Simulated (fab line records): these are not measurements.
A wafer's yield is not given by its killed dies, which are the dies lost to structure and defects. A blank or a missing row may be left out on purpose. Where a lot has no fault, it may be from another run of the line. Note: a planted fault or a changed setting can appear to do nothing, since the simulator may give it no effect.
Struck lot and sound lot, side by side / flow gf180mcu / 14 out of 602 route steps
Sound: these wafers, L904.2, L904.3, L904.6. Struck: wafers L902.3, L902.4, L902.5. The cause comes at the end.
Each step with rows lists, per side, the tool, then ch with its chambers, then its first start. Under that, the readings that differ: sound wafers / struck wafers / difference of the means / sigmas: that difference in standard deviations of wafers without a fault.
alike: readings whose means differ by less than 2 such deviations, and words and numbers that are the same on both sides. not compared: withheld readings, readings that some wafer has no value for, bounds like >300 that may hide the same value, and numbers for which the record gives no deviation and whose values overlap.
A row with sigmas, a row that says differs or no value, or rows on one side alone: a step with any of these is where the two part. Non-overlapping numbers with no deviation appear without sigmas and do not part them. A reading missing from all wafers of one side parts the sides only when that side holds two or more wafers.

GF_V3_CMP_26: polishes, stops on SiO2, t overpolish 15 s, target thk 0 nm.
  sound on cmp-01 ch 0,1,3, day 27 01:12; struck on cmp-02 ch 1,2,3, day 26 14:11
  alike: motor current A, overpolish run s, time to endpoint s
GF_M4_SPUTTER_00: material Ti, target thk 37.5 nm, time 150 s.
  struck on pvd sputter-02, day 26 14:29; sound on pvd sputter-02, day 27 01:24
  alike: cathode dc power W, throttle valve pct
then, 1 step without rows for these wafers: GF_M4_SPUTTER_01 (material TiN, target thk 30 nm, time 25 s).
GF_M4_SPUTTER_02: material AlCu, target thk 450 nm, time 23.9 s.
  struck on pvd sputter-02, day 26 14:37; sound on pvd sputter-02, day 27 01:32
reading=cathode dc power W (W); sound=10601 10601 10603; struck=10596 10599 10599; difference=-4; sigmas=-2
  alike: throttle valve pct
GF_M4_SPUTTER_03: material Ti, target thk 10 nm, time 6.7 s.
  struck on pvd sputter-02, day 26 14:39; sound on pvd sputter-02, day 27 01:34
  alike: cathode dc power W, throttle valve pct
GF_M4_SPUTTER_04: material TiN, target thk 50 nm, time 41.7 s.
  struck on pvd sputter-02, day 26 14:40; sound on pvd sputter-02, day 27 01:35
  alike: cathode dc power W, throttle valve pct
GF_M4_RS_MEAS_05: uses a four-point probe to measure.
  struck on film metro-04, day 26 14:45; sound on film metro-04, day 27 01:38
  alike: M4_ALCU_RS
GF_M4_THK_MEAS_06: measures by xrf.
  struck on film metro-04, day 26 14:51; sound on film metro-04, day 27 01:45
  alike: M4_ALCU_THK
then, 4 steps without rows for these wafers: GF_M4_DEHYDRATE_07 (time 60 s); GF_M4_HMDS_08 (prime time 60 s); GF_M4_COAT_09 (resist thk 1000 nm); GF_M4_SOFTBAKE_10 (time 60 s).
GF_M4_EXPOSE_11: exposes mask Metal4, target cd 280 nm.
  struck on krf scanner-02, day 27 00:47; sound on krf scanner-01 ch 0, day 27 12:13
  no value came back on the struck wafers for exposure dose mJ cm2, focus offset nm (nm), reticle temp C (C); on the sound wafers exposure dose mJ cm2 reads 27.97 28.00 28.02
  alike: mask
then, 1 step without rows for these wafers: GF_M4_PEB_12 (peb time 90 s).

## WHERE THEY PART
Last at GF_M4_EXPOSE_11 as far as this record goes, first at GF_M4_SPUTTER_02.

WHY: what had been put in by the simulator
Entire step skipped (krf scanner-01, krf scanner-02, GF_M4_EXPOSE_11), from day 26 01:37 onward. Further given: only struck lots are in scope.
